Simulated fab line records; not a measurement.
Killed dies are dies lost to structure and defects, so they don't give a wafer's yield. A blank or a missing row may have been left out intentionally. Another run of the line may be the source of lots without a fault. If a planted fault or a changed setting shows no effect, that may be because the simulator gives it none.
One fault seen from 2 desks | flow gf180mcu | each desk has only its own numbers; what lay behind them comes last

THE METROLOGY DESK
Lot by lot, what the gauges showed, no matter which tool ran the lot: averages of those sampled wafers that carry a number. If a lot's mean is further than 4 standard deviations from the usual mean, the lot is out of limits and carries the mark OUT (the distance appears in the brackets).
Columns: A = LVPWELL_OVL at GF_LVPWELL_OVL_MEAS_07, usual 0.6 nm; B = MVSD_TW at GF_MVSD_TW_MEAS_11, usual 1574; C = MVPSD_TW at GF_MVPSD_TW_MEAS_11, usual 553; D = MVSD_RS at GF_VT_IMPLANT_RS_MEAS_46, usual 456.7 ohm/sq
lot  | first seen here | A    | B              | C   | D
L564 | day 3 20:02     | -2.3 | 1554           | 556 | 456.4
L565 | day 4 01:17     | -0.7 | 1553           | 546 | 456.6
L566 | day 4 11:04     | -0.8 | 1571           | 557 | 454.9
L567 | day 4 14:29     | 1.8  | 1580           | 553 | 459.8
L570 | day 5 09:25     | 3.5  | 1581           | 556 | 456.3
L571 | day 5 12:13     | -1.4 | 1589           | 556 | 456.3
L574 | day 6 05:32     | 1.4  | 1306 (-22) OUT | 552 | 637.7 (+99 or more) OUT
L578 | day 7 04:52     | 1.0  | 1327 (-21) OUT | 548 | 640.4 (+99 or more) OUT
L579 | day 7 11:14     | 2.2  | 1324 (-21) OUT | 554 | 633.6 (+99 or more) OUT
L582 | day 8 04:17     | -1.8 | 1564           | 547 | 455.8
L586 | day 9 03:40     | 2.4  | 1561           | 557 | 457.2
L587 | day 9 12:22     | 1.3  | 1555           | 557 | 457.5
Per this desk, out of limits: L574, L578, L579; the first was L574, day 6 21:26 (MVSD_TW at GF_MVSD_TW_MEAS_11). In limits: L564, L565, L566, L567, L570, L571, L582, L586, L587.

DESK OF THE TOOL OWNER: implanter-04
The tool's own readings at GF_MVSD_IMPLANT_08, given as means over the sampled wafers that have a number, one for each lot that went through this tool. If a lot's mean is further than 4 standard deviations from the usual mean, the lot is out of limits and carries the mark OUT (the distance appears in the brackets).
Columns: A = doseIonsCm2 at GF_MVSD_IMPLANT_08, usual 1.6003e+13; B = faradayCurrentUA at GF_MVSD_IMPLANT_08, usual 90.0
lot  | first seen here | A                            | B
L564 | day 4 10:01     | 1.5988e+13                   | 89.6
L567 | day 5 04:28     | 1.5995e+13                   | 90.2
L570 | day 6 01:14     | 1.6008e+13                   | 88.9
L574 | day 6 21:02     | 8.1610e+12 (-99 or more) OUT | 46.6 (-26) OUT
L578 | day 7 20:35     | 8.1430e+12 (-99 or more) OUT | 45.3 (-26) OUT
L579 | day 8 04:16     | 8.1487e+12 (-99 or more) OUT | 46.0 (-26) OUT
L587 | day 10 06:28    | 1.6013e+13                   | 91.1
This desk finds L574, L578, L579 out of limits, L574 being first, at day 6 21:02 (doseIonsCm2 at GF_MVSD_IMPLANT_08). In limits: L564, L567, L570, L587.

TAKEN TOGETHER
On L574, L578, L579, at day 6 21:02, an alarm was possible from the tool owner's desk.
An alarm was possible from the metrology desk at day 6 21:26, on L574, L578, L579.
Every lot named ran GF_MVSD_IMPLANT_08 on implanter-04.

WHAT THE SIMULATOR HAD PUT IN
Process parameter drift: implanter-04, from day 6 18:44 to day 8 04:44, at GF_MVSD_IMPLANT_08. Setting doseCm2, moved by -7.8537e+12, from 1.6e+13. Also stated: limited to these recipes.
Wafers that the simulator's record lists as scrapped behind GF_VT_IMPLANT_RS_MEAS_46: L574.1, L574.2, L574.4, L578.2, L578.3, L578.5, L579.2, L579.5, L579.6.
Shown lots that were struck: L574, L578, L579.
Fault start to first reading out of limits, in hours, per desk: tool owner, 2; metrology, 3.
